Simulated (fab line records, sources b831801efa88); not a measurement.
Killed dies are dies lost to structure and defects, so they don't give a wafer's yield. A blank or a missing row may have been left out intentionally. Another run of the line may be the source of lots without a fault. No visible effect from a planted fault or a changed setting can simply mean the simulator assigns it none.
fab line records -- flow sfq_line
[record] lots = 6, wafers = 18, last_day = 86
route steps=325 shown I1@87 M2@88 I2@103
lots untouched by any fault: they come from a run of this same line in which no faults occurred
start_h: hours from the record's opening day to when the first of the lot's shown wafers began -- wait_h: how many hours have passed since the lot's step before this one -- " the same as in the row above -- L1.1+2: one row covering several wafers at once -- - either no value or no given start -- * or withheld: withheld -- < > ~ a bound
route shown NAME@n: NAME is a module with steps in the file, n the number in the route of the first one -- usual: mean and standard deviation over wafers with no fault -- same: alike in all rows -- chamber/n: place in a boat -- sites: per-site readings -- _std_site: standard deviation across them -- _edge_site: the outer-site mean with the inner-site mean subtracted -- radius_mm: for every site, how far away it sits from the centre of the wafer -- mask NAME#n: copy n -- behind: the tool/chamber that last shaped the wafer -- hold: why the lot was held/for how many hours/how that ended -- device: transistor that didn't switch, given as n, p or np -- end of line: the tests these same wafers got at the end of their route -- step lacking rows: just its recipe -- killed: count of dies lost to structure and defects at first sort (not the wafer's yield) -- map: a wafer's dies, x killed, . not, _ none there
set.NAME: the setting as run; set.NAME@STEP: as run at that earlier step -- model.NAME: the simulator's own value behind a step, which no gauge read
certain route steps with their lots: each step a table, each wafer a row
services: a tool's chamber out of use, with start hour (start_h, from the record's first day; less than 0 if before it), hours out, and reason
[[steps]]
[step SFQ_TRILAYER_I1_VIA_STRIP_SOLV_CLEAN_054]
[recipe] chemistry = NMP, temp_c = 70, time_s = 600
[step SFQ_TRILAYER_M2_DEP_PRE_CLEAN_056]
[recipe] gas = Ar, time_s = 22.5, bias_v = 250
[step SFQ_TRILAYER_M2_DEP_SPUTTER_055]
[recipe] material = Nb, base_pressure_pa = 1.33e-06, chamber_pressure_pa = 0.1333, substrate_temp_c = 20, resputter_cathode_voltage_v = 400, target_thk_nm = 200, power_w = 2000, time_s = 133.3
[usual] resputter_cathode_voltage_v = 400/3.8, throttle_valve_pct = 29.9/1.2
lot.wafer,tool,chamber,start_h,wait_h,resputter_cathode_voltage_v,throttle_valve_pct
L301.1,pvd_sputter-05,-,677.90,0.0,396,31.5
L301.5,pvd_sputter-05,-,677.90,0.0,400,28.1
L301.6,pvd_sputter-05,-,677.90,0.0,397,31.5
L307.2,pvd_sputter-05,-,769.35,0.0,394,30.3
L307.3,pvd_sputter-05,-,769.35,0.0,398,31.3
L307.4,pvd_sputter-05,-,769.35,0.0,398,28.1
L308.2,pvd_sputter-03,-,781.35,0.0,402,31.5
L308.4,pvd_sputter-03,-,781.35,0.0,402,30.2
L308.5,pvd_sputter-03,-,781.35,0.0,399,27.6
L312.1,pvd_sputter-05,-,824.22,0.0,398,31.1
L312.4,pvd_sputter-05,-,824.22,0.0,400,28.2
L312.5,pvd_sputter-05,-,824.22,0.0,394,31.2
L314.2,pvd_sputter-05,-,829.02,0.0,398,30.1
L314.5,pvd_sputter-05,-,829.02,0.0,400,28.2
L314.6,pvd_sputter-05,-,829.02,0.0,397,31.3
L320.1,pvd_sputter-05,-,839.82,0.0,395,30.2
L320.2,pvd_sputter-05,-,839.82,0.0,402,27.9
L320.3,pvd_sputter-05,-,839.82,0.0,398,30.6
[step SFQ_M2_RS_MEAS_914]
[recipe] thk_meas_gauge = four-point-probe, reads = Nb_of_TRILAYER_M2_DEP_SPUTTER_055
[usual] M2_NB_RS = 0.893/0.0069
lot.wafer,tool,chamber,start_h,wait_h,M2_NB_RS[ohm/sq]
L301.1,film_metro-02,-,677.99,0.0,0.904
L301.5,film_metro-02,-,677.99,0.0,0.894
L301.6,film_metro-02,-,677.99,0.0,0.906
L307.2,film_metro-03,-,769.46,0.1,0.891
L307.3,film_metro-03,-,769.46,0.1,0.895
L307.4,film_metro-03,-,769.46,0.1,0.894
L308.2,film_metro-02,-,781.46,0.1,0.890
L308.4,film_metro-02,-,781.46,0.1,0.886
L308.5,film_metro-02,-,781.46,0.1,0.889
L312.1,film_metro-04,-,824.31,0.0,0.896
L312.4,film_metro-04,-,824.31,0.0,0.902
L312.5,film_metro-04,-,824.31,0.0,0.899
L314.2,film_metro-04,-,829.13,0.1,0.885
L314.5,film_metro-04,-,829.13,0.1,0.908
L314.6,film_metro-04,-,829.13,0.1,0.900
L320.1,film_metro-03,-,839.91,0.0,0.893
L320.2,film_metro-03,-,839.91,0.0,0.896
L320.3,film_metro-03,-,839.91,0.0,0.891
[step SFQ_TRILAYER_M2_LITHO_COAT_062]
[recipe] resist = BARC, spin_rpm = 3000, resist_thk_nm = 62
[step SFQ_TRILAYER_M2_LITHO_COAT_057]
[recipe] resist = KrF, spin_rpm = 3000, resist_thk_nm = 600
[step SFQ_TRILAYER_M2_LITHO_SOFTBAKE_061]
[recipe] temp_c = withheld, time_s = withheld, resist = KrF
[step SFQ_TRILAYER_M2_LITHO_EXPOSE_058]
[recipe] mask_id = M2, na = 0.6, source_shape = conventional, sigma_outer = 0.65, target_cd_nm = 500, dose_mj = 14.4
[step SFQ_TRILAYER_M2_LITHO_PEB_060]
[recipe] peb_temp_c = 115, peb_time_s = 60, resist = KrF
[step SFQ_TRILAYER_M2_LITHO_DEVELOP_059]
[recipe] time_s = 60, resist = KrF
[step SFQ_M2_OVL_MEAS_916]
[usual] M2_OVL = -1/6
lot.wafer,tool,chamber,start_h,wait_h,M2_OVL[nm]
L301.1,overlay-01,-,680.42,0.1,16
L301.5,overlay-01,-,680.42,0.1,4
L301.6,overlay-01,-,680.42,0.1,7
L307.2,overlay-01,-,771.88,0.1,-4
L307.3,overlay-01,-,771.88,0.1,2
L307.4,overlay-01,-,771.88,0.1,-7
L308.2,overlay-02,-,786.16,0.1,-5
L308.4,overlay-02,-,786.16,0.1,-4
L308.5,overlay-02,-,786.16,0.1,-4
L312.1,overlay-01,-,829.84,0.1,-3
L312.4,overlay-01,-,829.84,0.1,-1
L312.5,overlay-01,-,829.84,0.1,1
L314.2,overlay-01,-,833.45,0.1,8
L314.5,overlay-01,-,833.45,0.1,8
L314.6,overlay-01,-,833.45,0.1,7
L320.1,overlay-01,-,968.77,0.1,-2
L320.2,overlay-01,-,968.77,0.1,-1
L320.3,overlay-01,-,968.77,0.1,-1
[step SFQ_TRILAYER_M2_BARC_OPEN_METAL_ETCH_077]
[recipe] mask_material = PR, chemistry = O2, target_depth_nm = 125, target = BARC, icp_w = 583.3, bias_w = 80, pressure_mtorr = 10, time_s = 41.7
[usual] bias_w = 79.98/0.23, chamber_pressure_mTorr = 10.001/0.0089, drypump_motor_current_A = 5.8/0.54, oes_product_au = 0.685/0.0043
lot.wafer,tool,chamber,start_h,wait_h,bias_w,chamber_pressure_mTorr,drypump_motor_current_A,oes_product_au,rf_hours_counter_h,model.KrF_of_TRILAYER_M2_LITHO_COAT_057.thk_nm
L301.1,rie_metal-01,1,680.46,0.0,80.01,9.989,6.2,0.688,75,522
L301.5,rie_metal-01,0,680.46,0.0,80.39,9.997,5.3,0.682,-,525.3
L301.6,rie_metal-01,1,680.46,0.0,79.67,10.005,6.2,0.671,-,522.6
L307.2,rie_metal-03,0,771.91,0.0,-,-,-,-,-,575.6
L307.3,rie_metal-03,1,771.91,0.0,-,-,-,-,-,574.2
L307.4,rie_metal-03,0,771.91,0.0,-,-,-,-,-,573.7
L308.2,rie_metal-01,0,786.19,0.0,-,-,-,-,-,574.3
L308.4,rie_metal-01,0,786.19,0.0,-,-,-,-,-,574
L308.5,rie_metal-01,1,786.19,0.0,-,-,-,-,-,572.3
L312.1,rie_metal-02,0,829.88,0.0,80.44,9.983,6.1,0.690,125,521.2
L312.4,rie_metal-02,1,829.88,0.0,79.60,10.007,5.2,0.689,-,523.9
L312.5,rie_metal-02,1,829.88,0.0,79.88,9.988,5.2,0.685,-,524.1
L314.2,rie_metal-01,1,833.50,0.0,79.85,10.007,6.2,0.684,-,521.7
L314.5,rie_metal-01,1,833.50,0.0,80.31,9.997,6.2,0.683,-,519.3
L314.6,rie_metal-01,1,833.50,0.0,79.93,9.993,6.2,0.689,-,521.7
L320.1,rie_metal-01,1,969.25,0.5,79.86,10.008,6.2,0.683,121,524.4
L320.2,rie_metal-01,0,969.25,0.5,79.95,9.990,5.3,0.684,19,527.2
L320.3,rie_metal-01,0,969.25,0.5,79.92,9.987,5.3,0.686,-,526.8
[step SFQ_TRILAYER_M2_ETCH_METAL_ETCH_060]
[recipe] target = Nb, stop_on = SiO2, mask_material = PR, chemistry = Cl2/Ar, target_depth_nm = 240, icp_w = 600, bias_w = 80, pressure_mtorr = 10, time_s = 120
[usual] bias_w = 80.02/0.23, chamber_pressure_mTorr = 10.002/0.0096, drypump_motor_current_A = 5.8/0.54, oes_product_au = 0.894/0.0059
lot.wafer,tool,chamber,start_h,wait_h,bias_w,chamber_pressure_mTorr,drypump_motor_current_A,oes_product_au,rf_hours_counter_h,model.KrF_of_TRILAYER_M2_LITHO_COAT_057.thk_nm
L301.1,rie_metal-01,1,680.52,0.0,80.21,10.000,6.2,0.887,75,379.5
L301.5,rie_metal-01,0,680.52,0.0,79.48,10.007,5.3,0.885,-,384
L301.6,rie_metal-01,1,680.52,0.0,80.16,9.998,6.2,0.880,-,380.7
L307.2,rie_metal-03,0,771.97,0.0,79.75,10.000,6.6,0.377,32,436.1
L307.3,rie_metal-03,1,771.97,0.0,79.54,10.007,6.1,0.378,-,433.4
L307.4,rie_metal-03,0,771.97,0.0,79.95,10.008,6.7,0.377,-,433.1
L308.2,rie_metal-01,0,786.25,0.0,80.22,9.999,5.3,0.385,144,433.7
L308.4,rie_metal-01,0,786.25,0.0,80.28,9.998,5.3,0.378,-,433.6
L308.5,rie_metal-01,1,786.25,0.0,79.87,10.002,6.2,0.376,-,431.6
L312.1,rie_metal-02,0,829.94,0.0,80.20,10.005,6.1,0.894,125,381.5
L312.4,rie_metal-02,1,829.94,0.0,80.44,10.011,5.2,0.902,-,384.8
L312.5,rie_metal-02,1,829.94,0.0,79.92,10.013,5.2,0.891,-,385
L314.2,rie_metal-01,1,833.64,0.1,80.20,9.975,6.2,0.902,-,379.7
L314.5,rie_metal-01,1,833.64,0.1,80.33,10.005,6.2,0.887,-,377.8
L314.6,rie_metal-01,1,833.64,0.1,80.34,9.986,6.2,0.890,-,379.8
L320.1,rie_metal-01,1,969.31,0.0,80.05,9.999,6.2,0.899,122,383.3
L320.2,rie_metal-01,0,969.31,0.0,80.78,10.008,5.3,0.898,19,386.2
L320.3,rie_metal-01,0,969.31,0.0,80.40,9.996,5.3,0.890,-,385.4
[step SFQ_TRILAYER_M2_STRIP_STRIP_061]
[recipe] gas = O2, power_w = 200, platen_temp_c = 40, overash_fraction = 0.65, chemistry = O2, pressure_mtorr = 50
[usual] drypump_motor_current_A = 5.8/0.54, oes_product_au = 1.000/0.0068
lot.wafer,tool,chamber,start_h,wait_h,drypump_motor_current_A,oes_product_au,rf_hours_counter_h
L301.1,rie_metal-01,1,680.64,0.1,6.2,0.994,75
L301.5,rie_metal-01,0,680.64,0.1,5.3,1.003,-
L301.6,rie_metal-01,1,680.64,0.1,6.2,0.996,-
L307.2,rie_metal-03,0,772.09,0.1,6.6,1.000,32
L307.3,rie_metal-03,1,772.09,0.1,6.1,0.992,-
L307.4,rie_metal-03,0,772.09,0.1,6.6,0.992,-
L308.2,rie_metal-01,0,786.38,0.1,5.3,0.992,144
L308.4,rie_metal-01,0,786.38,0.1,5.3,0.999,-
L308.5,rie_metal-01,1,786.38,0.1,6.3,0.995,-
L312.1,rie_metal-02,0,830.06,0.1,6.1,1.008,125
L312.4,rie_metal-02,1,830.06,0.1,5.2,0.996,-
L312.5,rie_metal-02,1,830.06,0.1,5.2,0.995,-
L314.2,rie_metal-01,1,834.05,0.4,6.2,1.001,-
L314.5,rie_metal-01,1,834.05,0.4,6.2,0.997,-
L314.6,rie_metal-01,1,834.05,0.4,6.2,0.991,-
L320.1,rie_metal-01,1,969.43,0.1,6.2,1.011,122
L320.2,rie_metal-01,0,969.43,0.1,5.3,1.000,19
L320.3,rie_metal-01,0,969.43,0.1,5.3,1.003,-
[step SFQ_TRILAYER_M2_STRIP_SOLV_CLEAN_062]
[recipe] chemistry = NMP, temp_c = 70, time_s = 600
[step SFQ_TRILAYER_I2_DEP_PECVD_063]
[recipe] material = SiO2, temp_c = 150, time_s = 111.11, pressure_torr = 2.4, rf_w = 183.3, precursor = SiH4/N2O, target_thk_nm = 500
[usual] chamber_pressure_Torr = 2.400/0.005, heater_power_outer_w = 29/5, heater_power_w = 84/8.2, showerhead_vpp_V = 871/48, throttle_valve_pct = 24.4/1.5
lot.wafer,tool,chamber,start_h,wait_h,chamber_pressure_Torr,heater_power_outer_w,heater_power_w,showerhead_vpp_V,throttle_valve_pct
L301.1,pecvd-02,1,681.42,0.0,2.403,29,84,935,24.8
L301.5,pecvd-02,1,681.42,0.0,2.393,30,84,933,24.8
L301.6,pecvd-02,0,681.42,0.0,2.404,27,76,886,24.6
L307.2,pecvd-03,0,772.87,0.0,2.403,34,88,836,24.6
L307.3,pecvd-03,2,772.87,0.0,2.400,23,79,814,26.8
L307.4,pecvd-03,0,772.87,0.0,2.400,37,90,845,24.8
L308.2,pecvd-01,2,787.15,0.0,2.391,35,95,825,25.1
L308.4,pecvd-01,1,787.15,0.0,2.398,26,80,828,23.6
L308.5,pecvd-01,2,787.15,0.0,2.404,36,100,820,25.0
L312.1,pecvd-02,0,830.84,0.0,2.404,20,67,903,24.4
L312.4,pecvd-02,0,830.84,0.0,2.391,23,74,885,24.5
L312.5,pecvd-02,0,830.84,0.0,2.398,26,74,904,24.1
L314.2,pecvd-01,2,835.22,0.0,2.403,35,98,797,25.1
L314.5,pecvd-01,0,835.22,0.0,2.401,17,70,866,22.7
L314.6,pecvd-01,1,835.22,0.0,2.406,27,83,818,23.7
L320.1,pecvd-02,0,970.38,0.0,2.394,26,77,899,23.8
L320.2,pecvd-02,2,970.38,0.0,2.409,38,100,900,22.6
L320.3,pecvd-02,1,970.38,0.0,2.389,30,81,950,21.7
[step SFQ_TRILAYER_I2_CMP_CMP_064]
[recipe] material = SiO2, down_force_psi = 3, platen_rpm = 60, pad_velocity_m_s = 0.94248
[usual] motor_current_A = 10.3/1.2, time_to_endpoint_s = 213/7.4
lot.wafer,tool,chamber,start_h,wait_h,motor_current_A,time_to_endpoint_s
L301.1,cmp-01,1,681.50,0.0,10.3,209
L301.6,cmp-01,1,683.50,2.0,9.7,209
L301.5,cmp-01,2,683.50,2.0,8.1,221
L307.4,cmp-02,0,776.58,3.6,9.6,212
L307.3,cmp-02,1,776.58,3.6,11.4,214
L307.2,cmp-02,2,776.58,3.6,10.5,201
L308.4,cmp-02,1,788.43,1.2,11.6,219
L308.2,cmp-02,0,789.93,2.7,10.3,201
L308.5,cmp-02,1,789.93,2.7,11.0,211
L312.1,cmp-02,1,836.93,6.1,11.7,218
L312.4,cmp-02,2,836.93,6.1,10.5,222
L312.5,cmp-02,1,838.93,8.0,10.8,223
L314.2,cmp-02,0,843.93,8.7,10.0,208
L314.5,cmp-02,1,843.93,8.7,11.0,214
L314.6,cmp-02,2,843.93,8.7,10.5,221
L320.1,cmp-01,2,976.03,5.6,8.6,208
L320.2,cmp-01,0,977.03,6.6,11.1,217
L320.3,cmp-01,1,977.03,6.6,9.7,207
[step SFQ_I2_BOW_MEAS_917]
[recipe] mode = bow
[usual] I2_BOW = 0/9.1
lot.wafer,tool,chamber,start_h,wait_h,I2_BOW[um]
L301.1,film_metro-04,-,684.50,2.5,-4
L301.5,film_metro-04,-,684.50,2.5,-7
L301.6,film_metro-04,-,684.50,2.5,-2
L307.2,film_metro-01,-,779.10,1.0,-15
L307.3,film_metro-01,-,779.10,1.0,-10
L307.4,film_metro-01,-,779.10,1.0,-11
L308.2,film_metro-02,-,791.45,1.0,4
L308.4,film_metro-02,-,791.45,1.0,14
L308.5,film_metro-02,-,791.45,1.0,11
L312.1,film_metro-04,-,839.43,2.0,-1
L312.4,film_metro-04,-,839.43,2.0,0
L312.5,film_metro-04,-,839.43,2.0,11
L314.2,film_metro-02,-,845.45,1.0,-2
L314.5,film_metro-02,-,845.45,1.0,9
L314.6,film_metro-02,-,845.45,1.0,6
L320.1,film_metro-02,-,979.03,2.5,-4
L320.2,film_metro-02,-,979.03,2.5,-8
L320.3,film_metro-02,-,979.03,2.5,-8
[step SFQ_TRILAYER_I2_METRO_MEASURE_065]
[usual] thk_nm = 199.5/0.98
lot.wafer,tool,chamber,start_h,wait_h,thk_nm
L301.1,film_metro-04,-,684.62,0.1,197.8
L301.5,film_metro-04,-,684.62,0.1,199.7
L301.6,film_metro-04,-,684.62,0.1,199.1
L307.2,film_metro-01,-,779.40,0.3,199.2
L307.3,film_metro-01,-,779.40,0.3,198.6
L307.4,film_metro-01,-,779.40,0.3,198.5
L308.2,film_metro-02,-,791.75,0.3,198.8
L308.4,film_metro-02,-,791.75,0.3,199.4
L308.5,film_metro-02,-,791.75,0.3,199.3
L312.1,film_metro-04,-,839.55,0.1,199.2
L312.4,film_metro-04,-,839.55,0.1,200.0
L312.5,film_metro-04,-,839.55,0.1,199.4
L314.2,film_metro-02,-,845.75,0.3,199.1
L314.5,film_metro-02,-,845.75,0.3,199.8
L314.6,film_metro-02,-,845.75,0.3,198.6
L320.1,film_metro-02,-,979.15,0.1,199.7
L320.2,film_metro-02,-,979.15,0.1,199.3
L320.3,film_metro-02,-,979.15,0.1,199.0
[step SFQ_TRILAYER_I2_VIA_LITHO_COAT_072]
[recipe] resist = BARC, spin_rpm = 3000, resist_thk_nm = 62
[step SFQ_TRILAYER_I2_VIA_LITHO_COAT_067]
[recipe] resist = KrF, spin_rpm = 3000, resist_thk_nm = 650
[step SFQ_TRILAYER_I2_VIA_LITHO_SOFTBAKE_071]
[recipe] temp_c = withheld, time_s = withheld, resist = KrF
[step SFQ_TRILAYER_I2_VIA_LITHO_EXPOSE_068]
[recipe] mask_id = I2, na = 0.6, source_shape = conventional, sigma_outer = 0.65, target_cd_nm = 500, dose_mj = 21.3
[usual] exposure_dose_mJ_cm2 = 21.303/0.02, focus_offset_nm = 0.1/0.53, stage_vel_mm_s = 499.99/0.24
lot.wafer,tool,chamber,start_h,wait_h,mask,exposure_dose_mJ_cm2,focus_offset_nm,stage_vel_mm_s
L301.1,krf_scanner-01,0,695.88,-,I2#0,21.345,0.2,500.06
L301.5,krf_scanner-01,0,695.88,-,I2#0,21.329,-0.1,499.85
L301.6,krf_scanner-01,0,695.88,-,I2#0,21.365,0.6,500.18
L307.2,krf_scanner-01,-,906.27,-,I2#0,-,-,-
L307.3,krf_scanner-01,-,906.27,-,I2#0,-,-,-
L307.4,krf_scanner-01,-,906.27,-,I2#0,-,-,-
L308.2,krf_scanner-01,-,917.07,-,I2#0,-,-,-
L308.4,krf_scanner-01,-,917.07,-,I2#0,-,-,-
L308.5,krf_scanner-01,-,917.07,-,I2#0,-,-,-
L312.1,krf_scanner-01,0,968.47,-,I2#0,21.288,-0.7,499.92
L312.4,krf_scanner-01,0,968.47,-,I2#0,21.298,0.2,500.21
L312.5,krf_scanner-01,0,968.47,-,I2#0,21.324,0.7,500.19
L314.2,krf_scanner-01,0,984.07,-,I2#0,21.306,0.0,499.72
L314.5,krf_scanner-01,0,984.07,-,I2#0,21.300,0.5,500.29
L314.6,krf_scanner-01,0,984.07,-,I2#0,21.315,0.3,500.06
L320.1,krf_scanner-02,0,1115.81,-,I2#0,21.296,0.6,499.76
L320.2,krf_scanner-02,0,1115.81,-,I2#0,21.312,-0.5,500.03
L320.3,krf_scanner-02,0,1115.81,-,I2#0,21.330,-0.4,499.97
[step SFQ_TRILAYER_I2_VIA_LITHO_PEB_070]
[recipe] peb_temp_c = 115, peb_time_s = 60, resist = KrF
[[services]]
tool,chamber,start_h,hours,kind
krf_scanner-01,-,683.81,0.8,pm
krf_scanner-01,-,684.56,4.0,pm
krf_scanner-01,-,693.38,1.3,pm
rie_metal-01,-,695.73,14.6,pm
cmp-02,-,764.29,1.0,repair
cmp-02,-,766.43,6.6,pm
rie_metal-01,-,776.70,0.8,repair
krf_scanner-01,-,795.21,0.4,repair
krf_scanner-01,-,804.06,1.0,pm
cmp-02,-,815.02,0.2,repair
krf_scanner-01,-,820.41,0.7,repair
pvd_sputter-05,-,837.34,2.3,repair
krf_scanner-01,-,853.54,0.8,pm
krf_scanner-01,-,855.49,0.8,pm
krf_scanner-01,-,869.10,1.3,pm
krf_scanner-01,-,894.74,0.6,repair
cmp-02,-,904.29,0.2,repair
cmp-02,-,919.47,4.0,pm
krf_scanner-01,-,972.07,1.0,pm
rie_metal-01,1,1004.32,48.7,repair
krf_scanner-01,-,1022.27,0.8,pm
krf_scanner-01,-,1045.19,1.3,pm
pvd_sputter-05,-,1074.73,2.5,repair
rie_metal-01,-,1115.28,28.1,pm
[[key]]
[first_sign] step = SFQ_TRILAYER_M2_BARC_OPEN_METAL_ETCH_077, reading = tool_record, direction = missing
[effect] step = SFQ_TRILAYER_M2_ETCH_METAL_ETCH_060, reading = oes_product_au, direction = down, sigmas = 88, usual = 0.894, struck = 0.378
[effect] step = SFQ_TRILAYER_I2_VIA_LITHO_EXPOSE_068, reading = tool_record, direction = missing
[model_effect] step = SFQ_TRILAYER_M2_BARC_OPEN_METAL_ETCH_077, value = KrF_of_TRILAYER_M2_LITHO_COAT_057.thk_nm, without = 523.5, struck = 574
[model_effect] step = SFQ_TRILAYER_M2_ETCH_METAL_ETCH_060, value = KrF_of_TRILAYER_M2_LITHO_COAT_057.thk_nm, without = 383, struck = 433.6
met_at SFQ_TRILAYER_M2_BARC_OPEN_METAL_ETCH_077
struck_wafers L307.2,L307.3,L307.4,L308.2,L308.4,L308.5
onset_between 680.46 771.91
[fault] kind = skipped_step_whole, tool = rie_metal-01,rie_metal-03, chamber = -, onset_h = 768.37, steps = SFQ_TRILAYER_M2_BARC_OPEN_METAL_ETCH_077, scope = struck_lots_only
